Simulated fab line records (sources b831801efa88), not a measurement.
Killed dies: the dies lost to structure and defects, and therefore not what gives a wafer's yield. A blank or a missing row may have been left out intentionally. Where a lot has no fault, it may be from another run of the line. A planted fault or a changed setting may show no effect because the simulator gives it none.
fab line records    flow sky130
record lots=7  wafers=21  last-day=50
route steps=708 shown SONOS_TUNNEL@158 SONOS_ONO@168 PAD_OPEN@708
lots untouched by any fault: they come from a run of this same line in which no faults occurred
start-h: hours from the record's first day to the start of the lot's first wafer shown    wait-h: hours from the lot's prior step to this one    " identical to the entry in the row above    L1.1+2: several wafers, shown together as one row    - no value present, or no start provided    * or withheld: withheld    < > ~ a bound
route shown NAME@n: names a module that has steps shown in the file, with the first one's number in the route    usual: mean/standard deviation of fault-free wafers    same: alike in all rows    chamber/n: place in a boat    sites: the reading at each site    _std_site: how widely they spread, as a standard deviation    _edge_site: inner sites' mean taken away from outer sites' mean    radius-mm: for every site, how far away it sits from the centre of the wafer    mask NAME#n: copy n    behind: tool/chamber where the wafer was last shaped    hold: why the lot was held/for how many hours/how that ended    device: which transistor (n, p or np) failed to switch    end of line: tests run on the same wafers once the route is complete    step lacking rows: just its recipe    killed: at the first sort, the dies lost to defects and structure; wafer yield is something else    map: dies across one wafer; x = killed, . = not, _ = none there
set.NAME: the setting that was run; set.NAME@STEP: the one run at that earlier step    model.NAME: the simulator's own value behind a step, which no gauge read
a table for each step, a row for each wafer; lots at some steps of the route
services: from which hour (start-h, from the record's first day; less than 0 if before it) a tool's chamber was out of use, for how many hours, and why
## steps
# step SKY_SONOS_TUNNEL_EXPOSE_04
# recipe mask-id=TUNM  na=0.6  source-shape=conventional  sigma-outer=0.6  polarization=unpolarized  target-cd-nm=410  dose-mj=136
# step SKY_SONOS_TUNNEL_PEB_05
# recipe temp-c=withheld  time-s=*  resist=NOVOLAK
# step SKY_SONOS_TUNNEL_DEVELOP_06
# recipe resist=NOVOLAK  developer=TMAH  develop-time-s=60  dev-temp-c=23
# step SKY_SONOS_TUNNEL_CD_MEAS_07
# recipe target-cd-nm=410
# usual cd-nm=409.6/2.5
lot.wafer  tool       chamber  start-h  wait-h  cd-nm
L481.3     cd-sem-01  -        251.87   0.1     410.5
L481.4     "          -        "        "       410.9
L481.6     "          -        "        "       411.9
L485.2     cd-sem-02  -        283.25   0.1     406.3
L485.3     "          -        "        "       405.6
L485.5     "          -        "        "       405.2
L489.2     cd-sem-02  -        313.19   0.1     410.3
L489.4     "          -        "        "       410.8
L489.6     "          -        "        "       410.0
L490.1     cd-sem-01  -        317.87   0.1     406.4
L490.2     "          -        "        "       406.2
L490.3     "          -        "        "       406.7
L491.1     cd-sem-02  -        328.63   0.1     408.3
L491.3     "          -        "        "       408.5
L491.4     "          -        "        "       407.5
L502.1     cd-sem-02  -        412.12   0.1     413.1
L502.2     "          -        "        "       411.6
L502.6     "          -        "        "       412.0
L504.2     cd-sem-02  -        431.74   0.1     406.6
L504.5     "          -        "        "       408.5
L504.6     "          -        "        "       407.8
# step SKY_SONOS_TUNNEL_OVL_MEAS_08
# usual SONOS_TUNNEL_OVL=0.3/1.4
lot.wafer  tool        chamber  start-h  wait-h  SONOS_TUNNEL_OVL[nm]
L481.3     overlay-01  -        251.97   0.1     2.2
L481.4     "           -        "        "       1.5
L481.6     "           -        "        "       2.4
L485.2     overlay-02  -        283.36   0.1     -1.2
L485.3     "           -        "        "       0.0
L485.5     "           -        "        "       0.4
L489.2     overlay-02  -        313.29   0.1     0.0
L489.4     "           -        "        "       0.0
L489.6     "           -        "        "       -0.8
L490.1     overlay-02  -        317.99   0.1     -0.3
L490.2     "           -        "        "       -0.4
L490.3     "           -        "        "       -0.3
L491.1     overlay-02  -        328.75   0.1     1.1
L491.3     "           -        "        "       0.6
L491.4     "           -        "        "       0.1
L502.1     overlay-02  -        412.24   0.1     -1.8
L502.2     "           -        "        "       1.5
L502.6     "           -        "        "       -0.6
L504.2     overlay-01  -        431.84   0.1     1.3
L504.5     "           -        "        "       0.4
L504.6     "           -        "        "       1.6
# step SKY_SONOS_TUNNEL_IMPLANT_09
# recipe species=B  energy-kev=20.29  dose-cm2=1e+12  tilt-deg=withheld
# step SKY_SONOS_TUNNEL_WET_ETCH_10
# recipe chemistry=dHF  target-depth-nm=14  target=SiO2  dilution=100:1  temp-c=25  time-s=280
# step SKY_SONOS_TUNNEL_STRIP_11
# recipe chemistry=SPM  time-s=600  temp-c=130
# step SKY_SONOS_TUNNEL_TW_MEAS_12
# usual SONOS_TUNNEL_TW=197.5/0.85
lot.wafer  tool           chamber  start-h  wait-h  SONOS_TUNNEL_TW
L481.3     film-metro-04  -        252.44   0.0     197.3
L481.4     "              -        "        "       197.3
L481.6     "              -        "        "       197.2
L485.2     film-metro-04  -        283.81   0.0     196.4
L485.3     "              -        "        "       196.2
L485.5     "              -        "        "       196.8
L489.2     film-metro-02  -        313.75   0.0     199.0
L489.4     "              -        "        "       197.0
L489.6     "              -        "        "       198.3
L490.1     film-metro-03  -        318.43   0.0     198.3
L490.2     "              -        "        "       197.9
L490.3     "              -        "        "       196.2
L491.1     film-metro-03  -        329.23   0.0     197.0
L491.3     "              -        "        "       196.0
L491.4     "              -        "        "       197.2
L502.1     film-metro-04  -        412.77   0.0     198.0
L502.2     "              -        "        "       197.8
L502.6     "              -        "        "       197.6
L504.2     film-metro-03  -        432.29   0.0     197.0
L504.5     "              -        "        "       198.5
L504.6     "              -        "        "       199.1
# step SKY_SONOS_TUNNEL_CLEAN_13
# recipe chemistry=dHF  time-s=20  dilution=100:1  dry=ipa-marangoni
# step SKY_SONOS_ONO_OXIDATION_00
# recipe temp-c=800  ambient=O2  idle-temp-c=700  ramp-up-c-per-min=10  ramp-down-c-per-min=3  stabilise-s=600  purge-s=300  target-thk-a=26  ox-time-s=1249
# step SKY_SONOS_ONO_THK_MEAS_01
# recipe reads=SiO2_of_SONOS_ONO_OXIDATION_00
# usual SONOS_ONO_OXIDATION_THK=2.57/0.05
lot.wafer  tool           chamber  start-h  wait-h  SONOS_ONO_OXIDATION_THK[nm]
L481.3     film-metro-02  -        254.87   0.0     2.52
L481.4     "              -        "        "       2.50
L481.6     "              -        "        "       2.53
L485.2     film-metro-04  -        288.42   0.0     2.53
L485.3     "              -        "        "       2.46
L485.5     "              -        "        "       2.57
L489.2     film-metro-02  -        315.17   0.0     2.62
L489.4     "              -        "        "       2.59
L489.6     "              -        "        "       2.51
L490.1     film-metro-02  -        319.86   0.0     2.54
L490.2     "              -        "        "       2.60
L490.3     "              -        "        "       2.59
L491.1     film-metro-04  -        330.65   0.0     2.61
L491.3     "              -        "        "       2.59
L491.4     "              -        "        "       2.62
L502.1     film-metro-01  -        414.33   0.0     2.68
L502.2     "              -        "        "       2.64
L502.6     "              -        "        "       2.62
L504.2     film-metro-04  -        434.17   0.0     2.64
L504.5     "              -        "        "       2.62
L504.6     "              -        "        "       2.61
# step SKY_SONOS_ONO_CVD_02
# recipe material=Si3N4  precursor=DCS/NH3  target-thk-nm=10.5  temp-c=770  time-s=180  pressure-mtorr=250
# usual spike-tc-bottom-C=786/4.1  spike-tc-centre-C=770.2/1.2  spike-tc-lower-C=769.9/1.4  spike-tc-top-C=782.2/1.1  spike-tc-upper-C=771.2/1.6  susceptor-temp-C=770.0/0.38  zone-power-lower-pct=14.13/0.19  zone-power-top-pct=25.9/0.89  zone-power-upper-pct=11.84/0.13
lot.wafer  tool      chamber  start-h  wait-h  spike-tc-bottom-C  spike-tc-centre-C  spike-tc-lower-C  spike-tc-top-C  spike-tc-upper-C  susceptor-temp-C  zone-power-lower-pct  zone-power-top-pct  zone-power-upper-pct  model.Si3N4_of_SONOS_ONO_CVD_02.thk-nm
L481.3     lpcvd-02  0        255.05   0.2     781                771.2              770.6             782.5           770.2             769.4             13.82                 25.0                11.79                 10.68
L481.4     "         0        "        "       782                771.8              769.6             781.7           770.2             769.6             13.76                 25.1                11.63                 10.55
L481.6     "         0        "        "       781                772.8              771.1             783.3           769.7             769.8             14.10                 25.0                11.70                 10.65
L485.2     lpcvd-02  1        288.47   0.0     788                768.0              770.6             783.1           772.4             769.9             14.12                 26.7                11.80                 10.7
L485.3     "         1        "        "       791                769.1              769.8             782.2           773.1             770.1             14.06                 26.5                11.85                 10.6
L485.5     "         1        "        "       788                770.0              768.3             780.9           772.6             770.7             14.24                 26.5                11.79                 10.59
L489.2     lpcvd-02  1        317.28   2.1     802                785.2              785.3             796.5           787.8             784.9             14.43                 27.1                12.41                 13.82
L489.4     "         1        "        "       802                785.2              786.9             798.8           787.1             784.9             14.57                 27.4                12.42                 13.84
L489.6     "         1        "        "       806                784.7              786.0             798.0           786.9             785.0             14.81                 27.9                12.29                 13.92
L490.1     lpcvd-02  1        321.48   1.6     803                783.9              784.2             797.5           786.7             784.9             15.01                 27.6                12.34                 14.29
L490.2     "         1        "        "       806                784.7              786.0             797.1           788.2             785.2             14.58                 27.6                12.38                 14.17
L490.3     "         1        "        "       804                785.1              786.2             797.5           788.6             785.3             14.82                 26.8                12.21                 14.18
L491.1     lpcvd-02  1        331.58   0.9     806                784.6              785.1             796.2           786.9             784.7             14.62                 27.2                12.36                 13.98
L491.3     "         1        "        "       805                783.6              786.4             796.7           788.5             785.5             14.58                 27.4                12.43                 13.89
L491.4     "         1        "        "       805                784.6              786.1             797.4           787.2             785.4             14.64                 27.0                12.36                 14.04
L502.1     lpcvd-02  0        414.72   0.4     781                771.6              766.7             780.6           769.2             770.6             14.06                 24.4                11.92                 10.38
L502.2     "         0        "        "       781                771.1              768.9             780.0           768.5             770.5             13.86                 24.9                11.69                 10.23
L502.6     "         0        "        "       781                770.5              766.4             782.3           769.6             771.0             14.15                 24.4                11.93                 10.23
L504.2     lpcvd-02  1        434.66   0.5     789                768.1              770.3             782.7           772.3             770.1             14.25                 26.6                11.99                 10.5
L504.5     "         1        "        "       791                768.6              769.2             780.8           771.2             770.1             14.51                 26.7                11.93                 10.41
L504.6     "         1        "        "       788                769.7              769.8             783.4           773.8             770.2             14.24                 26.9                11.92                 10.51
# step SKY_SONOS_ONO_THK_MEAS_03
# recipe reads=Si3N4_of_SONOS_ONO_CVD_02
# usual SONOS_ONO_CVD_02_THK=10.52/0.12
lot.wafer  tool           chamber  start-h  wait-h  SONOS_ONO_CVD_02_THK[nm]
L481.3     film-metro-01  -        256.12   0.0     10.70
L481.4     "              -        "        "       10.59
L481.6     "              -        "        "       10.57
L485.2     film-metro-02  -        290.05   0.0     10.69
L485.3     "              -        "        "       10.62
L485.5     "              -        "        "       10.63
L489.2     film-metro-04  -        318.34   0.0     13.84
L489.4     "              -        "        "       13.81
L489.6     "              -        "        "       14.03
L490.1     film-metro-04  -        323.05   0.0     14.30
L490.2     "              -        "        "       14.16
L490.3     "              -        "        "       14.17
L491.1     film-metro-02  -        332.63   0.0     13.96
L491.3     "              -        "        "       13.86
L491.4     "              -        "        "       14.02
L502.1     film-metro-04  -        415.77   0.0     10.36
L502.2     "              -        "        "       10.19
L502.6     "              -        "        "       10.25
L504.2     film-metro-02  -        435.72   0.0     10.50
L504.5     "              -        "        "       10.38
L504.6     "              -        "        "       10.49
# step SKY_SONOS_ONO_CVD_04
# recipe material=SiO2  precursor=SiH4/N2O  target-thk-nm=5.7199  temp-c=900  pressure-mtorr=400
# step SKY_PAD_OPEN_PROBE_99
# usual killed_at_M0_to_M3=44/7  killed_at_M4_up=3.0/1.8  killed-at-contacts=24/4.9  killed-at-front-end=15/5  killed-at-other=0.2/0.53  killed-dies=87/8.7  killed-open=48/6.8  killed-short=39/5.7
# same gross-dies=492  killed-at-back-side=0
lot.wafer  tool       chamber  start-h  wait-h  killed_at_M0_to_M3  killed_at_M4_up  killed-at-contacts  killed-at-front-end  killed-at-other  killed-dies  killed-open  killed-short  model.etest.nfet_16v.r-on-ohm-um  model.etest.pfet_16v.r-on-ohm-um  model.etest.pfet-g5v0d10v5.r-on-ohm-um  model.etest.nfet-g5v0d10v5.r-on-ohm-um  model.etest.sonos-erased.drive-ua-um  model.etest.nfet-g5v0d10v5.drive-ua-um  model.etest.tip-sonos.rs-ohm-sq  model.etest.nfet_05v0_nvt.drive-ua-um
L481.3     prober-01  -        1073.30  0.2     34                  4                31                  17                   0                86           50           36            1.429e+04                         1.551e+04                         4829                                    1917                                    185.9                                 589.2                                   2731                             568.5
L481.4     prober-01  -        1073.35  0.2     44                  2                16                  14                   0                76           38           38            1.433e+04                         1.576e+04                         4877                                    1914                                    187.8                                 593.1                                   2741                             566.4
L481.6     prober-01  -        1073.45  0.2     47                  7                18                  16                   0                88           51           37            1.431e+04                         1.562e+04                         4862                                    1946                                    194.7                                 589.4                                   2802                             562.1
L485.2     prober-01  -        1101.41  0.1     47                  4                25                  9                    0                85           47           38            1.409e+04                         1.512e+04                         4757                                    1876                                    203.5                                 610.1                                   2618                             577
L485.3     prober-01  -        1101.46  0.2     53                  4                14                  12                   0                83           50           33            1.396e+04                         1.484e+04                         4732                                    1881                                    169                                   609.5                                   2587                             582.5
L485.5     prober-01  -        1101.56  0.2     44                  1                24                  17                   1                87           49           38            1.399e+04                         1.47e+04                          4714                                    1868                                    189.3                                 612.9                                   2588                             579
L489.2     prober-01  -        1127.74  0.1     27                  2                36                  21                   0                86           55           31            1.461e+04                         1.556e+04                         4899                                    1940                                    84.07                                 584.8                                   2670                             557.6
L489.4     prober-01  -        1127.84  0.2     44                  1                25                  14                   0                84           43           41            1.439e+04                         1.526e+04                         4835                                    1918                                    90.14                                 589.5                                   2730                             560.6
L489.6     prober-01  -        1127.94  0.2     39                  2                26                  13                   0                80           40           40            1.822e+04                         1.65e+04                          5571                                    2460                                    95.04                                 395.3                                   2876                             418.5
L490.1     prober-02  -        1130.10  0.1     46                  3                29                  10                   0                88           55           33            1.74e+04                          1.604e+04                         5404                                    2443                                    79.34                                 397.6                                   2930                             426.7
L490.2     prober-02  -        1130.15  0.1     49                  1                21                  11                   0                82           52           30            1.742e+04                         1.624e+04                         5471                                    2465                                    76.06                                 398.1                                   2902                             425.6
L490.3     prober-02  -        1130.20  0.2     47                  1                26                  14                   0                88           53           35            1.725e+04                         1.616e+04                         5410                                    2430                                    72.4                                  402.7                                   2855                             429.1
L491.1     prober-01  -        1136.40  0.1     42                  3                28                  18                   0                91           47           44            1.405e+04                         1.524e+04                         4835                                    1904                                    78.86                                 597.9                                   2706                             567.7
L491.3     prober-01  -        1136.50  0.2     44                  2                22                  12                   1                81           46           35            1.424e+04                         1.545e+04                         4790                                    1900                                    101.2                                 596.2                                   2716                             566.3
L491.4     prober-01  -        1136.55  0.2     35                  1                27                  20                   0                83           43           40            1.779e+04                         1.655e+04                         5496                                    2455                                    81.62                                 396.6                                   2922                             426.1
L502.1     prober-02  -        1186.97  0.1     48                  2                18                  9                    0                77           43           34            1.428e+04                         1.522e+04                         4921                                    1953                                    163.6                                 587.4                                   2717                             560.5
L502.2     prober-02  -        1187.02  0.1     31                  4                22                  20                   1                78           49           29            1.426e+04                         1.582e+04                         4880                                    1952                                    161.1                                 591.2                                   2728                             566.2
L502.6     prober-02  -        1187.22  0.2     49                  3                16                  15                   0                83           40           43            1.427e+04                         1.53e+04                          4900                                    1935                                    192                                   588.3                                   2756                             561.8
L504.2     prober-02  -        1199.54  0.1     49                  2                18                  9                    0                78           47           31            1.41e+04                          1.511e+04                         4750                                    1897                                    179.6                                 595.8                                   2743                             569.2
L504.5     prober-02  -        1199.69  0.2     35                  1                33                  13                   0                82           50           32            1.409e+04                         1.509e+04                         4734                                    1882                                    159.1                                 605.3                                   2685                             574.6
L504.6     prober-02  -        1199.74  0.2     41                  1                25                  18                   0                85           52           33            1.404e+04                         1.531e+04                         4824                                    1913                                    182.2                                 602.8                                   2701                             573.4
# killed by level:class
L481.3 LI_CONTACT:geometric-particle:open=12 CONTACT:geometric-particle:open=11 VIA1:geometric-particle:open=9 FIELD_ISO:geometric-particle:short=5 LI_CONTACT:geometric-particle:short=4 METAL2:geometric-particle:short=4 METAL1:geometric-particle:short=4 VIA3:geometric-particle:open=4
L481.4 VIA1:geometric-particle:open=12 VIA3:geometric-particle:open=8 VIA1:geometric-particle:short=7 FIELD_ISO:geometric-particle:short=6 CONTACT:geometric-particle:open=6 LI_CONTACT:geometric-particle:open=4 METAL2:geometric-particle:short=4 SPACER:geometric-particle:short=3
L481.6 VIA1:geometric-particle:open=12 METAL2:geometric-particle:short=9 VIA2:geometric-particle:open=8 CONTACT:geometric-particle:open=6 FIELD_ISO:geometric-particle:open=5 VIA3:geometric-particle:open=5 FIELD_ISO:geometric-particle:short=4 LI_CONTACT:geometric-particle:open=4
L485.2 VIA2:geometric-particle:open=10 CONTACT:geometric-particle:open=10 VIA3:geometric-particle:open=8 LI_CONTACT:geometric-particle:open=7 VIA1:geometric-particle:open=7 METAL2:geometric-particle:short=7 METAL1:geometric-particle:short=6 VIA1:geometric-particle:short=5
L485.3 VIA1:geometric-particle:open=16 VIA2:geometric-particle:open=9 POLY_GATE:geometric-particle:short=7 LI_CONTACT:geometric-particle:open=6 VIA3:geometric-particle:open=5 METAL1:geometric-particle:short=4 METAL1:geometric-particle:open=4 VIA2:geometric-particle:short=4
L485.5 CONTACT:geometric-particle:open=11 VIA3:geometric-particle:open=8 VIA1:geometric-particle:open=8 LI_CONTACT:geometric-particle:open=7 VIA2:geometric-particle:open=6 FIELD_ISO:geometric-particle:short=5 POLY_GATE:geometric-particle:short=4 VIA1:geometric-particle:short=4
L489.2 CONTACT:geometric-particle:open=16 LI_CONTACT:geometric-particle:open=9 VIA1:geometric-particle:open=7 FIELD_ISO:geometric-particle:short=6 VIA2:geometric-particle:open=6 FIELD_ISO:geometric-particle:open=5 LOCAL_INTERCONNECT:geometric-particle:short=5 POLY_GATE:geometric-particle:open=4
L489.4 VIA1:geometric-particle:open=9 LI_CONTACT:geometric-particle:open=7 CONTACT:geometric-particle:open=7 VIA3:geometric-particle:open=6 VIA2:geometric-particle:open=6 CONTACT:geometric-particle:short=5 LOCAL_INTERCONNECT:geometric-particle:short=5 METAL1:geometric-particle:short=5
L489.6 LI_CONTACT:geometric-particle:open=10 VIA1:geometric-particle:open=7 CONTACT:geometric-particle:short=7 VIA3:geometric-particle:open=7 CONTACT:geometric-particle:open=6 POLY_GATE:geometric-particle:short=5 METAL1:geometric-particle:short=5 VIA2:geometric-particle:open=5
L490.1 VIA1:geometric-particle:open=13 CONTACT:geometric-particle:open=11 LI_CONTACT:geometric-particle:open=8 VIA3:geometric-particle:open=7 VIA2:geometric-particle:open=6 LOCAL_INTERCONNECT:geometric-particle:short=5 CONTACT:geometric-particle:short=4 VIA1:geometric-particle:short=4
L490.2 VIA1:geometric-particle:open=12 VIA2:geometric-particle:open=10 LI_CONTACT:geometric-particle:open=7 CONTACT:geometric-particle:open=6 CONTACT:geometric-particle:short=5 VIA1:geometric-particle:short=4 METAL2:geometric-particle:short=4 METAL2:geometric-particle:open=4
L490.3 CONTACT:geometric-particle:open=15 VIA1:geometric-particle:open=10 VIA2:geometric-particle:open=7 VIA3:geometric-particle:open=6 LI_CONTACT:geometric-particle:open=5 VIA1:geometric-particle:short=5 METAL3:geometric-particle:short=5 FIELD_ISO:geometric-particle:short=4
L491.1 VIA3:geometric-particle:open=10 VIA1:geometric-particle:open=9 CONTACT:geometric-particle:open=7 VIA2:geometric-particle:open=7 FIELD_ISO:geometric-particle:short=6 LI_CONTACT:geometric-particle:open=6 LOCAL_INTERCONNECT:geometric-particle:short=5 METAL2:geometric-particle:short=5
L491.3 VIA1:geometric-particle:open=13 VIA2:geometric-particle:open=11 CONTACT:geometric-particle:open=8 LI_CONTACT:geometric-particle:open=6 METAL1:geometric-particle:short=6 FIELD_ISO:geometric-particle:short=5 VIA3:geometric-particle:short=5 POLY_GATE:geometric-particle:open=3
L491.4 LI_CONTACT:geometric-particle:open=11 CONTACT:geometric-particle:open=7 FIELD_ISO:geometric-particle:short=6 CONTACT:geometric-particle:short=6 VIA3:geometric-particle:open=6 VIA1:geometric-particle:open=5 METAL2:geometric-particle:short=5 VIA3:geometric-particle:short=5
L502.1 VIA1:geometric-particle:open=13 CONTACT:geometric-particle:open=8 METAL1:geometric-particle:short=8 METAL2:geometric-particle:short=7 SPACER:geometric-particle:open=4 CONTACT:geometric-particle:short=4 VIA1:geometric-particle:short=4 METAL1:geometric-particle:open=4
L502.2 VIA1:geometric-particle:open=12 CONTACT:geometric-particle:open=11 FIELD_ISO:geometric-particle:open=9 VIA2:geometric-particle:open=4 POLY_GATE:geometric-particle:open=3 SPACER:geometric-particle:short=3 LI_CONTACT:geometric-particle:open=3 LOCAL_INTERCONNECT:geometric-particle:short=3
L502.6 VIA1:geometric-particle:open=15 METAL1:geometric-particle:short=6 CONTACT:geometric-particle:open=6 VIA1:geometric-particle:short=6 FIELD_ISO:geometric-particle:short=5 VIA2:geometric-particle:short=5 FIELD_ISO:geometric-particle:open=4 LOCAL_INTERCONNECT:geometric-particle:short=4
L504.2 VIA1:geometric-particle:open=10 VIA3:geometric-particle:open=8 VIA2:geometric-particle:open=7 METAL2:geometric-particle:short=6 LI_CONTACT:geometric-particle:open=5 CONTACT:geometric-particle:open=5 VIA3:geometric-particle:short=5 VIA2:geometric-particle:short=4
L504.5 CONTACT:geometric-particle:open=11 LI_CONTACT:geometric-particle:open=9 LOCAL_INTERCONNECT:geometric-particle:short=8 VIA1:geometric-particle:open=8 VIA2:geometric-particle:open=6 FIELD_ISO:geometric-particle:open=4 VIA1:geometric-particle:short=4 METAL1:geometric-particle:short=4
L504.6 VIA1:geometric-particle:open=12 CONTACT:geometric-particle:open=11 VIA2:geometric-particle:open=8 CONTACT:geometric-particle:short=6 POLY_GATE:geometric-particle:short=5 LI_CONTACT:geometric-particle:open=5 METAL1:geometric-particle:short=5 VIA3:geometric-particle:short=5
## services
tool      chamber  start-h  hours  kind
lpcvd-02  -        280.16   1.0    repair
lpcvd-02  -        423.83   2.8    pm
## key
first-sign step=SKY_SONOS_ONO_CVD_02  reading=susceptor-temp-C  direction=up  sigmas=40  usual=*  struck=*
effect step=SKY_SONOS_ONO_CVD_02  reading=spike-tc-top-C  direction=up  sigmas=14  usual=782.2  struck=797.3
effect step=SKY_SONOS_ONO_THK_MEAS_03  reading=SONOS_ONO_CVD_02_THK  direction=up  sigmas=28  usual=10.52  struck=14.02
model-effect step=SKY_SONOS_ONO_CVD_02  value=Si3N4_of_SONOS_ONO_CVD_02.thk-nm  without=10.5  struck=14.01
model-effect step=SKY_PAD_OPEN_PROBE_99  value=etest.nfet_16v.r-on-ohm-um  without=1.415e+04  struck=1.615e+04
met-at SKY_SONOS_ONO_CVD_02
struck-wafers L489.2,L489.4,L489.6,L490.1,L490.2,L490.3,L491.1,L491.3,L491.4
tester-left-out L489,L490,L491
onset-between 288.47 317.28
fault kind=process-parameter-drift  tool=lpcvd-02  chamber=1  onset-h=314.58  steps=SKY_SONOS_ONO_CVD_02  channel=temp-c  offset=*  shape=step  end-h=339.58  acts-in=*  stated=*
# tester-left-out: of these lots the tester's yield and bins aren't shown, on N5 and GAA mostly nor the transistor test; their killed dies are dies lost to structure and defects alone, not to doping, threshold or leakage, so they don't give the yield
